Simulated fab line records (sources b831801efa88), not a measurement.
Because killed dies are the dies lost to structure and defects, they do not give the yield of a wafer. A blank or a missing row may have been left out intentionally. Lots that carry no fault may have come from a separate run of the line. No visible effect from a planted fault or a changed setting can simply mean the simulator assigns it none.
One fault through the eyes of 2 desks | flow sky130 | only its own numbers are on each desk; what lay behind them is given at the end

== DESK OF THE TOOL OWNER: rie-metal-04 ==
The tool's own readings at SKY_METAL5_METAL_ETCH_15 (etches the open film in Cl2/BCl3, stops on SiO2, target depth 1260 nm, time 252 s): means of the sampled wafers that have a number, for each lot that ran on this tool. The brackets show how far a lot's mean lies from the usual mean; more than 4 standard deviations puts the lot out of limits, marked OUT.
Columns: A = bias-w at SKY_METAL5_METAL_ETCH_15, usual 48.51 W; B = drypump-motor-current-A at SKY_METAL5_METAL_ETCH_15, usual 5.9 A; C = oes-product-au at SKY_METAL5_METAL_ETCH_15, usual 0.895 a.u.; D = throttle-valve-pct at SKY_METAL5_METAL_ETCH_15, usual 22.264 %
lot  | first seen here | A                | B   | C     | D
L121 | day 45 09:32    | 47.02 (-9.3) OUT | 5.8 | 0.900 | 22.268
L125 | day 46 17:25    | 47.13 (-8.6) OUT | 5.8 | 0.896 | 22.259
L135 | day 48 23:07    | 48.35            | 5.8 | 0.892 | 22.272
L137 | day 49 05:28    | 48.55            | 5.8 | 0.895 | 22.257
This desk's finding: out of limits on L121, L125; first on L121, day 45 09:32 (bias-w at SKY_METAL5_METAL_ETCH_15). L135, L137: within limits.

== THE METROLOGY DESK ==
What the gauges read, lot by lot, whatever tool the lot ran on: means of the sampled wafers that have a number. The brackets show how far a lot's mean lies from the usual mean; more than 4 standard deviations puts the lot out of limits, marked OUT.
Columns: A = VIA3_OVL at SKY_VIA3_OVL_MEAS_13, usual 2 nm; B = METAL5_ALCU_THK at SKY_METAL5_THK_MEAS_06, usual 1158 nm
lot  | first seen here | A  | B
L116 | day 39 23:32    | -3 | 1169
L121 | day 41 10:15    | -1 | 1134
L124 | day 42 07:05    | -3 | 1166
L125 | day 42 22:50    | 2  | 1155
L129 | day 43 19:03    | 1  | 1195
L130 | day 44 06:24    | -1 | 1165
L133 | day 44 22:44    | 2  | 1166
L135 | day 45 11:44    | 1  | 1167
L136 | day 45 13:59    | 4  | 1146
L137 | day 45 17:32    | 10 | 1158
L138 | day 46 12:58    | 9  | 1151
This desk's verdict: no lot among the 11 shows anything out of limits.

== ALL TOGETHER ==
The tool owner's desk could have raised an alarm at day 45 09:32, on L121, L125.
At the metrology desk, nothing out of limits was observed.
The metrology desk has L121, L125 on record, within its limits.
All the named lots went through SKY_METAL5_METAL_ETCH_15 on rie-metal-04.

== WHAT WAS PUT IN BY THE SIMULATOR ==
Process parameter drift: rie-metal-04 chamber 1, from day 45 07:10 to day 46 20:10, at SKY_METAL5_METAL_ETCH_15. Setting bias-w shifted by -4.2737 from 48.5. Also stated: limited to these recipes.
Lots struck among those shown: L121, L125.
Time in hours from fault onset to the first out-of-limits reading at each desk: the tool owner's desk, 2.
